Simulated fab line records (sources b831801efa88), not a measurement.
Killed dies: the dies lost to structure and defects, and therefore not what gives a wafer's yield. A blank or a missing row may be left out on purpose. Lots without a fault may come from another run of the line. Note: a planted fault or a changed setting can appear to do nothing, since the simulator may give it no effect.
fab line records :: flow gf180mcu :: part 2 of 2: steps 31 to 41 of 41
record
  lots=5
  wafers=15
  last-day=33
route steps=602 shown HV_LDD@209 NSD@235 PSD@248
lots untouched by any fault: they come from a run of this same line in which no faults occurred
start-h: the number of hours between the record's first day and the start of the first shown wafer of the lot :: wait-h: time in hours since the lot's previous step :: " as in the row above :: L1.1+2: a row that stands for several wafers :: - no value, or no start given :: * or withheld: withheld :: < > ~ a bound
route shown NAME@n: names a module that has steps shown in the file, with the first one's number in the route :: usual: the fault-free wafers' mean and standard deviation :: same: alike in all rows :: chamber/n: place in a boat :: sites: per-site readings :: _std_site: standard deviation across them :: _edge_site: the outer-site mean with the inner-site mean subtracted :: radius-mm: how far each site lies from the wafer's centre :: mask NAME#n: copy n :: behind: tool/chamber where the wafer was last shaped :: hold: reason for holding the lot/hours on hold/outcome of the hold :: device: whichever transistor did not switch (one of n, p or np) :: end of line: the route-end tests of the same wafers :: step lacking rows: just its recipe :: killed: dies that structure and defects cost at the first sort, which is not the same as the wafer's yield :: map: the dies of a wafer, with x for killed, . for not killed, _ for no die there
set.NAME: setting as actually run; set.NAME@STEP: the setting as run at that earlier step :: model.NAME: the simulator's own value behind a step, which no gauge read
certain route steps with their lots: each step a table, each wafer a row
services: from which hour (start-h, from the record's first day; less than 0 if before it) a tool's chamber was out of use, for how many hours, and why
## steps
# step GF_NSD_EXPOSE_04
# recipe
  mask-id=Nplus
  target-cd-nm=400
  na=0.6
  source-shape=conventional
  sigma-outer=0.6
  dose-mj=140
# usual
  focus-offset-nm=0.1/0.56
lot.wafer: L078.1
tool: iline-stepper-02
chamber: 0
start-h: -
wait-h: -
mask: Nplus#0
focus-offset-nm: 0.4

lot.wafer: L078.2
tool: iline-stepper-02
chamber: 0
start-h: -
wait-h: -
mask: Nplus#0
focus-offset-nm: 0.7

lot.wafer: L078.5
tool: iline-stepper-02
chamber: 0
start-h: -
wait-h: -
mask: Nplus#0
focus-offset-nm: 0.6

lot.wafer: L086.2
tool: iline-stepper-01
chamber: 0
start-h: -
wait-h: -
mask: Nplus#0
focus-offset-nm: 0.7

lot.wafer: L086.3
tool: iline-stepper-01
chamber: 0
start-h: -
wait-h: -
mask: Nplus#0
focus-offset-nm: 0.4

lot.wafer: L086.5
tool: iline-stepper-01
chamber: 0
start-h: -
wait-h: -
mask: Nplus#0
focus-offset-nm: 0.7

lot.wafer: L087.2
tool: iline-stepper-02
chamber: 0
start-h: -
wait-h: -
mask: Nplus#0
focus-offset-nm: 0.5

lot.wafer: L087.3
tool: iline-stepper-02
chamber: 0
start-h: -
wait-h: -
mask: Nplus#0
focus-offset-nm: -0.5

lot.wafer: L087.6
tool: iline-stepper-02
chamber: 0
start-h: -
wait-h: -
mask: Nplus#0
focus-offset-nm: 0.8

lot.wafer: L089.2
tool: iline-stepper-01
chamber: 0
start-h: -
wait-h: -
mask: Nplus#0
focus-offset-nm: -0.8

lot.wafer: L089.5
tool: iline-stepper-01
chamber: 0
start-h: -
wait-h: -
mask: Nplus#0
focus-offset-nm: -0.1

lot.wafer: L089.6
tool: iline-stepper-01
chamber: 0
start-h: -
wait-h: -
mask: Nplus#0
focus-offset-nm: 0.2

lot.wafer: L093.2
tool: iline-stepper-01
chamber: 0
start-h: -
wait-h: -
mask: Nplus#0
focus-offset-nm: -0.3

lot.wafer: L093.4
tool: iline-stepper-01
chamber: 0
start-h: -
wait-h: -
mask: Nplus#0
focus-offset-nm: -0.3

lot.wafer: L093.6
tool: iline-stepper-01
chamber: 0
start-h: -
wait-h: -
mask: Nplus#0
focus-offset-nm: -0.7
# step GF_NSD_PEB_05
# recipe
  temp-c=withheld
  time-s=*
  resist=NOVOLAK
lot.wafer: L078.1+2+5
tool: litho-track-02
chamber: 0
start-h: -
wait-h: -

lot.wafer: L086.2+3+5
tool: litho-track-03
chamber: 0
start-h: -
wait-h: -

lot.wafer: L087.2+3+6
tool: litho-track-02
chamber: 0
start-h: -
wait-h: -

lot.wafer: L089.2+5+6
tool: litho-track-03
chamber: 0
start-h: -
wait-h: -

lot.wafer: L093.2+4+6
tool: litho-track-02
chamber: 0
start-h: -
wait-h: -
# step GF_NSD_DEVELOP_06
# recipe
  develop-time-s=60
  dev-temp-c=23
# usual
  developer-temp-C=22.99/0.11
lot.wafer: L078.1
tool: litho-track-02
chamber: 0
start-h: 332.98
wait-h: 0.1
developer-temp-C: 23.04

lot.wafer: L078.2
tool: litho-track-02
chamber: 0
start-h: 332.98
wait-h: 0.1
developer-temp-C: 23.17

lot.wafer: L078.5
tool: litho-track-02
chamber: 0
start-h: 332.98
wait-h: 0.1
developer-temp-C: 23.13

lot.wafer: L086.2
tool: litho-track-03
chamber: 0
start-h: 396.50
wait-h: 0.1
developer-temp-C: 22.86

lot.wafer: L086.3
tool: litho-track-03
chamber: 0
start-h: 396.50
wait-h: 0.1
developer-temp-C: 22.74

lot.wafer: L086.5
tool: litho-track-03
chamber: 0
start-h: 396.50
wait-h: 0.1
developer-temp-C: 22.77

lot.wafer: L087.2
tool: litho-track-02
chamber: 0
start-h: 405.81
wait-h: 0.1
developer-temp-C: 22.92

lot.wafer: L087.3
tool: litho-track-02
chamber: 0
start-h: 405.81
wait-h: 0.1
developer-temp-C: 23.11

lot.wafer: L087.6
tool: litho-track-02
chamber: 0
start-h: 405.81
wait-h: 0.1
developer-temp-C: 23.03

lot.wafer: L089.2
tool: litho-track-03
chamber: 0
start-h: 421.60
wait-h: 0.1
developer-temp-C: 23.18

lot.wafer: L089.5
tool: litho-track-03
chamber: 0
start-h: 421.60
wait-h: 0.1
developer-temp-C: 23.13

lot.wafer: L089.6
tool: litho-track-03
chamber: 0
start-h: 421.60
wait-h: 0.1
developer-temp-C: 23.01

lot.wafer: L093.2
tool: litho-track-02
chamber: 0
start-h: 452.91
wait-h: 0.1
developer-temp-C: 22.95

lot.wafer: L093.4
tool: litho-track-02
chamber: 0
start-h: 452.91
wait-h: 0.1
developer-temp-C: 22.82

lot.wafer: L093.6
tool: litho-track-02
chamber: 0
start-h: 452.91
wait-h: 0.1
developer-temp-C: 22.98
# step GF_NSD_CD_MEAS_07
# recipe
  target-cd-nm=400
# usual
  cd-nm=400.3/2.3
lot.wafer: L078.1
tool: cd-sem-02
chamber: -
start-h: 333.13
wait-h: 0.1
cd-nm: 398.1

lot.wafer: L078.2
tool: cd-sem-02
chamber: -
start-h: 333.13
wait-h: 0.1
cd-nm: 399.7

lot.wafer: L078.5
tool: cd-sem-02
chamber: -
start-h: 333.13
wait-h: 0.1
cd-nm: 398.6

lot.wafer: L086.2
tool: cd-sem-02
chamber: -
start-h: 396.65
wait-h: 0.1
cd-nm: 400.2

lot.wafer: L086.3
tool: cd-sem-02
chamber: -
start-h: 396.65
wait-h: 0.1
cd-nm: 400.0

lot.wafer: L086.5
tool: cd-sem-02
chamber: -
start-h: 396.65
wait-h: 0.1
cd-nm: 397.4

lot.wafer: L087.2
tool: cd-sem-01
chamber: -
start-h: 405.95
wait-h: 0.1
cd-nm: 397.6

lot.wafer: L087.3
tool: cd-sem-01
chamber: -
start-h: 405.95
wait-h: 0.1
cd-nm: 399.6

lot.wafer: L087.6
tool: cd-sem-01
chamber: -
start-h: 405.95
wait-h: 0.1
cd-nm: 396.2

lot.wafer: L089.2
tool: cd-sem-01
chamber: -
start-h: 421.75
wait-h: 0.1
cd-nm: 403.6

lot.wafer: L089.5
tool: cd-sem-01
chamber: -
start-h: 421.75
wait-h: 0.1
cd-nm: 403.2

lot.wafer: L089.6
tool: cd-sem-01
chamber: -
start-h: 421.75
wait-h: 0.1
cd-nm: 404.4

lot.wafer: L093.2
tool: cd-sem-01
chamber: -
start-h: 453.05
wait-h: 0.1
cd-nm: 400.5

lot.wafer: L093.4
tool: cd-sem-01
chamber: -
start-h: 453.05
wait-h: 0.1
cd-nm: 400.7

lot.wafer: L093.6
tool: cd-sem-01
chamber: -
start-h: 453.05
wait-h: 0.1
cd-nm: 401.8
# step GF_NSD_OVL_MEAS_08
# usual
  NSD_OVL=-0.6/1.3
lot.wafer: L078.1
tool: overlay-02
chamber: -
start-h: 333.25
wait-h: 0.1
NSD_OVL[nm]: 1.3

lot.wafer: L078.2
tool: overlay-02
chamber: -
start-h: 333.25
wait-h: 0.1
NSD_OVL[nm]: 0.5

lot.wafer: L078.5
tool: overlay-02
chamber: -
start-h: 333.25
wait-h: 0.1
NSD_OVL[nm]: 1.6

lot.wafer: L086.2
tool: overlay-01
chamber: -
start-h: 396.75
wait-h: 0.1
NSD_OVL[nm]: -0.4

lot.wafer: L086.3
tool: overlay-01
chamber: -
start-h: 396.75
wait-h: 0.1
NSD_OVL[nm]: -0.6

lot.wafer: L086.5
tool: overlay-01
chamber: -
start-h: 396.75
wait-h: 0.1
NSD_OVL[nm]: -0.8

lot.wafer: L087.2
tool: overlay-02
chamber: -
start-h: 406.06
wait-h: 0.1
NSD_OVL[nm]: -0.7

lot.wafer: L087.3
tool: overlay-02
chamber: -
start-h: 406.06
wait-h: 0.1
NSD_OVL[nm]: 1.3

lot.wafer: L087.6
tool: overlay-02
chamber: -
start-h: 406.06
wait-h: 0.1
NSD_OVL[nm]: -1.3

lot.wafer: L089.2
tool: overlay-01
chamber: -
start-h: 421.85
wait-h: 0.1
NSD_OVL[nm]: -4.1

lot.wafer: L089.5
tool: overlay-01
chamber: -
start-h: 421.85
wait-h: 0.1
NSD_OVL[nm]: -2.1

lot.wafer: L089.6
tool: overlay-01
chamber: -
start-h: 421.85
wait-h: 0.1
NSD_OVL[nm]: -1.2

lot.wafer: L093.2
tool: overlay-02
chamber: -
start-h: 453.16
wait-h: 0.1
NSD_OVL[nm]: -0.1

lot.wafer: L093.4
tool: overlay-02
chamber: -
start-h: 453.16
wait-h: 0.1
NSD_OVL[nm]: 0.4

lot.wafer: L093.6
tool: overlay-02
chamber: -
start-h: 453.16
wait-h: 0.1
NSD_OVL[nm]: 0.5
# step GF_NSD_IMPLANT_09
# recipe
  species=As
  energy-kev=60
  dose-cm2=4e+15
  tilt-deg=7
# same
  implant-ion-amu=75
lot.wafer: L078.1+2+5
tool: implanter-03
chamber: 0
start-h: 333.29
wait-h: 0.0

lot.wafer: L086.2+3+5
tool: implanter-03
chamber: 0
start-h: 396.81
wait-h: 0.0

lot.wafer: L087.2+3+6
tool: implanter-02
chamber: 0
start-h: 406.11
wait-h: 0.0

lot.wafer: L089.2+5+6
tool: implanter-02
chamber: 0
start-h: 421.91
wait-h: 0.0

lot.wafer: L093.2+4+6
tool: implanter-03
chamber: 0
start-h: 453.21
wait-h: 0.0
# step GF_NSD_IMPLANT_10
# recipe
  species=P
  energy-kev=40
  dose-cm2=5e+14
  tilt-deg=7
# same
  implant-ion-amu=31
lot.wafer: L078.1+2+5
tool: implanter-03
chamber: 0
start-h: 333.44
wait-h: 0.1

lot.wafer: L086.2+3+5
tool: implanter-03
chamber: 0
start-h: 396.96
wait-h: 0.1

lot.wafer: L087.2+3+6
tool: implanter-02
chamber: 0
start-h: 406.26
wait-h: 0.1

lot.wafer: L089.2+5+6
tool: implanter-02
chamber: 0
start-h: 422.06
wait-h: 0.1

lot.wafer: L093.2+4+6
tool: implanter-03
chamber: 0
start-h: 453.36
wait-h: 0.1
# step GF_NSD_STRIP_11
# recipe
  chemistry=O2/N2
  power-w=1400
  pressure-mtorr=1500
  platen-temp-c=250
  o2-flow-sccm=3000
  n2-flow-sccm=300
  overash-fraction=0.5
# usual
  chamber-pressure-mTorr=1500.1/1.3
  drypump-motor-current-A=5.7/0.42
  heater-power-w=312/26
  oes-product-au=0.486/0.0042
  strip-time-to-endpoint-s=22.97/0.037
# same
  overash-fraction=0.5
lot.wafer: L078.1
tool: plasma-asher-01
chamber: 1
start-h: 333.59
wait-h: 0.1
chamber-pressure-mTorr: 1500.7
drypump-motor-current-A: 6.2
heater-power-w: 332
oes-product-au: 0.489
rf-hours-counter-h: 58
strip-time-to-endpoint-s: 22.97

lot.wafer: L078.2
tool: plasma-asher-01
chamber: 0
start-h: 333.59
wait-h: 0.1
chamber-pressure-mTorr: 1499.4
drypump-motor-current-A: 6.1
heater-power-w: 290
oes-product-au: 0.482
rf-hours-counter-h: 58
strip-time-to-endpoint-s: 22.94

lot.wafer: L078.5
tool: plasma-asher-01
chamber: 0
start-h: 333.59
wait-h: 0.1
chamber-pressure-mTorr: 1500.4
drypump-motor-current-A: 6.1
heater-power-w: 295
oes-product-au: 0.478
rf-hours-counter-h: -
strip-time-to-endpoint-s: 22.98

lot.wafer: L086.2
tool: plasma-asher-01
chamber: 1
start-h: 397.08
wait-h: 0.1
chamber-pressure-mTorr: 1498.8
drypump-motor-current-A: 6.2
heater-power-w: 314
oes-product-au: 0.485
rf-hours-counter-h: 65
strip-time-to-endpoint-s: 23.00

lot.wafer: L086.3
tool: plasma-asher-01
chamber: 0
start-h: 397.08
wait-h: 0.1
chamber-pressure-mTorr: 1502.0
drypump-motor-current-A: 6.1
heater-power-w: 290
oes-product-au: 0.484
rf-hours-counter-h: -
strip-time-to-endpoint-s: 23.00

lot.wafer: L086.5
tool: plasma-asher-01
chamber: 1
start-h: 397.08
wait-h: 0.1
chamber-pressure-mTorr: 1499.9
drypump-motor-current-A: 6.2
heater-power-w: 330
oes-product-au: 0.488
rf-hours-counter-h: -
strip-time-to-endpoint-s: 22.94

lot.wafer: L087.2
tool: plasma-asher-02
chamber: 0
start-h: 406.39
wait-h: 0.1
chamber-pressure-mTorr: 1503.4
drypump-motor-current-A: 5.1
heater-power-w: 290
oes-product-au: 0.485
rf-hours-counter-h: 31
strip-time-to-endpoint-s: 22.98

lot.wafer: L087.3
tool: plasma-asher-02
chamber: 1
start-h: 406.39
wait-h: 0.1
chamber-pressure-mTorr: 1499.2
drypump-motor-current-A: 5.3
heater-power-w: 301
oes-product-au: 0.476
rf-hours-counter-h: -
strip-time-to-endpoint-s: 22.96

lot.wafer: L087.6
tool: plasma-asher-02
chamber: 0
start-h: 406.39
wait-h: 0.1
chamber-pressure-mTorr: 1499.9
drypump-motor-current-A: 5.1
heater-power-w: 289
oes-product-au: 0.489
rf-hours-counter-h: -
strip-time-to-endpoint-s: 22.97

lot.wafer: L089.2
tool: plasma-asher-01
chamber: 1
start-h: 422.18
wait-h: 0.1
chamber-pressure-mTorr: 1502.5
drypump-motor-current-A: 6.2
heater-power-w: 328
oes-product-au: 0.489
rf-hours-counter-h: 68
strip-time-to-endpoint-s: 22.94

lot.wafer: L089.5
tool: plasma-asher-01
chamber: 0
start-h: 422.18
wait-h: 0.1
chamber-pressure-mTorr: 1499.3
drypump-motor-current-A: 6.1
heater-power-w: 291
oes-product-au: 0.482
rf-hours-counter-h: -
strip-time-to-endpoint-s: 22.94

lot.wafer: L089.6
tool: plasma-asher-01
chamber: 1
start-h: 422.18
wait-h: 0.1
chamber-pressure-mTorr: 1497.7
drypump-motor-current-A: 6.2
heater-power-w: 332
oes-product-au: 0.486
rf-hours-counter-h: -
strip-time-to-endpoint-s: 22.92

lot.wafer: L093.2
tool: plasma-asher-04
chamber: 0
start-h: 453.49
wait-h: 0.1
chamber-pressure-mTorr: 1496.6
drypump-motor-current-A: 5.8
heater-power-w: 360
oes-product-au: 0.475
rf-hours-counter-h: 3
strip-time-to-endpoint-s: 22.98

lot.wafer: L093.4
tool: plasma-asher-04
chamber: 0
start-h: 453.49
wait-h: 0.1
chamber-pressure-mTorr: 1499.9
drypump-motor-current-A: 5.8
heater-power-w: 365
oes-product-au: 0.487
rf-hours-counter-h: -
strip-time-to-endpoint-s: 22.93

lot.wafer: L093.6
tool: plasma-asher-04
chamber: 1
start-h: 453.49
wait-h: 0.1
chamber-pressure-mTorr: 1502.4
drypump-motor-current-A: 5.7
heater-power-w: 306
oes-product-au: 0.484
rf-hours-counter-h: -
strip-time-to-endpoint-s: 22.92
# step GF_NSD_TW_MEAS_12
# usual
  NSD_TW=4241/31
lot.wafer: L078.1
tool: film-metro-02
chamber: -
start-h: 333.69
wait-h: 0.1
NSD_TW: 4269

lot.wafer: L078.2
tool: film-metro-02
chamber: -
start-h: 333.69
wait-h: 0.1
NSD_TW: 4304

lot.wafer: L078.5
tool: film-metro-02
chamber: -
start-h: 333.69
wait-h: 0.1
NSD_TW: 4296

lot.wafer: L086.2
tool: film-metro-01
chamber: -
start-h: 397.19
wait-h: 0.1
NSD_TW: 4200

lot.wafer: L086.3
tool: film-metro-01
chamber: -
start-h: 397.19
wait-h: 0.1
NSD_TW: 4221

lot.wafer: L086.5
tool: film-metro-01
chamber: -
start-h: 397.19
wait-h: 0.1
NSD_TW: 4227

lot.wafer: L087.2
tool: film-metro-02
chamber: -
start-h: 406.50
wait-h: 0.1
NSD_TW: 4301

lot.wafer: L087.3
tool: film-metro-02
chamber: -
start-h: 406.50
wait-h: 0.1
NSD_TW: 4283

lot.wafer: L087.6
tool: film-metro-02
chamber: -
start-h: 406.50
wait-h: 0.1
NSD_TW: 4301

lot.wafer: L089.2
tool: film-metro-01
chamber: -
start-h: 422.29
wait-h: 0.1
NSD_TW: 4221

lot.wafer: L089.5
tool: film-metro-01
chamber: -
start-h: 422.29
wait-h: 0.1
NSD_TW: 4243

lot.wafer: L089.6
tool: film-metro-01
chamber: -
start-h: 422.29
wait-h: 0.1
NSD_TW: 4213

lot.wafer: L093.2
tool: film-metro-01
chamber: -
start-h: 453.60
wait-h: 0.1
NSD_TW: 4199

lot.wafer: L093.4
tool: film-metro-01
chamber: -
start-h: 453.60
wait-h: 0.1
NSD_TW: 4220

lot.wafer: L093.6
tool: film-metro-01
chamber: -
start-h: 453.60
wait-h: 0.1
NSD_TW: 4187
# step GF_PSD_DEHYDRATE_00
# recipe
  temp-c=200
  time-s=60
lot.wafer: L078.1+2+5
tool: litho-track-03
chamber: 0
start-h: 343.23
wait-h: 9.5

lot.wafer: L086.2+3+5
tool: litho-track-04
chamber: 0
start-h: 408.11
wait-h: 10.9

lot.wafer: L087.2+3+6
tool: litho-track-03
chamber: 0
start-h: 418.15
wait-h: 11.6

lot.wafer: L089.2+5+6
tool: litho-track-03
chamber: 0
start-h: 434.00
wait-h: 11.7

lot.wafer: L093.2+4+6
tool: litho-track-03
chamber: 0
start-h: 465.45
wait-h: 11.8
# step GF_PSD_HMDS_01
# recipe
  prime-time-s=60
  prime-temp-c=120
lot.wafer: L078.1+2+5
tool: litho-track-03
chamber: 0
start-h: 343.38
wait-h: 0.1

lot.wafer: L086.2+3+5
tool: litho-track-04
chamber: 0
start-h: 408.26
wait-h: 0.1

lot.wafer: L087.2+3+6
tool: litho-track-03
chamber: 0
start-h: 418.30
wait-h: 0.1

lot.wafer: L089.2+5+6
tool: litho-track-03
chamber: 0
start-h: 434.15
wait-h: 0.1

lot.wafer: L093.2+4+6
tool: litho-track-03
chamber: 0
start-h: 465.60
wait-h: 0.1
## services
tool: rie-diel-02
chamber: -
start-h: 268.96
hours: 0.4
kind: repair

tool: implanter-03
chamber: -
start-h: 269.15
hours: 1.7
kind: repair

tool: iline-stepper-01
chamber: -
start-h: 275.60
hours: 2.1
kind: pm

tool: plasma-asher-01
chamber: -
start-h: 286.25
hours: 2.6
kind: repair

tool: plasma-asher-04
chamber: -
start-h: 314.95
hours: 6.7
kind: repair

tool: rie-diel-02
chamber: 3
start-h: 315.42
hours: 7.0
kind: repair

tool: iline-stepper-02
chamber: -
start-h: 325.00
hours: 2.4
kind: repair

tool: rie-diel-02
chamber: 2
start-h: 334.26
hours: 6.0
kind: repair

tool: implanter-04
chamber: -
start-h: 343.07
hours: 5.1
kind: repair

tool: plasma-asher-04
chamber: -
start-h: 343.83
hours: 1.7
kind: repair

tool: plasma-asher-04
chamber: -
start-h: 345.50
hours: 17.3
kind: pm

tool: lpcvd-01
chamber: -
start-h: 351.62
hours: 14.6
kind: pm

tool: implanter-04
chamber: -
start-h: 364.46
hours: 31.1
kind: pm

tool: plasma-asher-01
chamber: -
start-h: 376.44
hours: 4.4
kind: repair

tool: implanter-02
chamber: -
start-h: 377.93
hours: 23.9
kind: repair

tool: wet-bench-04
chamber: -
start-h: 379.49
hours: 4.0
kind: repair

tool: implanter-02
chamber: -
start-h: 397.19
hours: 6.1
kind: repair

tool: wet-bench-04
chamber: -
start-h: 404.71
hours: 1.1
kind: repair

tool: plasma-asher-01
chamber: -
start-h: 407.07
hours: 2.4
kind: repair

tool: implanter-04
chamber: -
start-h: 410.25
hours: 0.9
kind: repair

tool: iline-stepper-02
chamber: -
start-h: 415.22
hours: 1.7
kind: pm

tool: plasma-asher-04
chamber: -
start-h: 421.35
hours: 9.0
kind: pm

tool: implanter-03
chamber: -
start-h: 434.54
hours: 3.8
kind: pm

tool: implanter-02
chamber: -
start-h: 445.58
hours: 3.3
kind: pm
